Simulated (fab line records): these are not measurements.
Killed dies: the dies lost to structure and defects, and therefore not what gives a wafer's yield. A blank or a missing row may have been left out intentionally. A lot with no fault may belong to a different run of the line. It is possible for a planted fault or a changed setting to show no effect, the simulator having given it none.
Problem report, 8D (eight disciplines) form, completed by code -- flow sky130 -- the parts of the form that need people (team, actions taken, sign-off) are left out

1. WHAT WENT WRONG
Mean of beam energy keV at SKY_LDD_N_IMPLANT_11: 17.672 across 9 wafers in 3 lots; on wafers with no fault it is 20.000 (standard deviation 0.0061). That is -99 or more standard deviations from the usual mean.
The first sign was on wafer L368.2 at day 23 05:22, on implanter-01. Wafers with a number at this step in the record: 21, from 7 lots. By rule, "out" or "out of limits" means more than 4 standard deviations away from the usual mean. Any other wafer with a number is counted as sound.

2. WHAT IT IS, AND WHAT IT ISN'T
question,is,is not
which readings at this step,beam energy keV,rotation deg
which lots,"L368, L370, L371","L363, L367, L369, L377"
which wafers of those lots,all that have a number,-
read on which tools,implanter-01,"implanter-02, implanter-03"
when,from day 23 05:22,"up to then (6 sound wafers); but 6 sound wafers of L369, L377 came after"

3. SUSPECTS, AND WHAT RULES EACH OUT
Counting: a tool stays on the suspect list if, at a process step up to the reading, it processed all lots that are out and no sound lot following the first of them.
- implanter-01 at SKY_LDD_N_IMPLANT_11: kept. Every lot that is out went through it, starting with L368 (day 23 05:22), and after that it ran no sound lot; the last sound lot it ran before then is L367 (day 22 23:37). On those wafers its own readings are out: beam energy keV.
Remaining after the count: implanter-01 at SKY_LDD_N_IMPLANT_11.

4. THE CAUSE (what the simulator had put in)
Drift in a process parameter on implanter-01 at SKY_LDD_N_IMPLANT_11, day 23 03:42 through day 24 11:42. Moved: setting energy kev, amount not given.
Only this tool survived the counting.

5. THE CHAIN OF EFFECTS, in route order
Each row: a reading where the mean over the struck wafers with a number is more than 3 standard deviations away from the usual. Only readings for which the record gives a usual standard deviation are gone through. hours: the time from each lot's start at the first step in this table that gives one to its start at this step, as a median over the lots. sigmas: the change in usual standard deviations.
hours,step,reading,usual,on struck wafers,change,sigmas
0,SKY_LDD_N_IMPLANT_11,beam energy keV,20.000,17.672,-2.328,-99 or more
Process steps it contains:
- SKY_LDD_N_IMPLANT_11

6. HOW IT WOULD HAVE BEEN CAUGHT EARLIER
2 hours passed between the start of the fault at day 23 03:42 and the first reading out of limits in this record, taken at day 23 05:22.
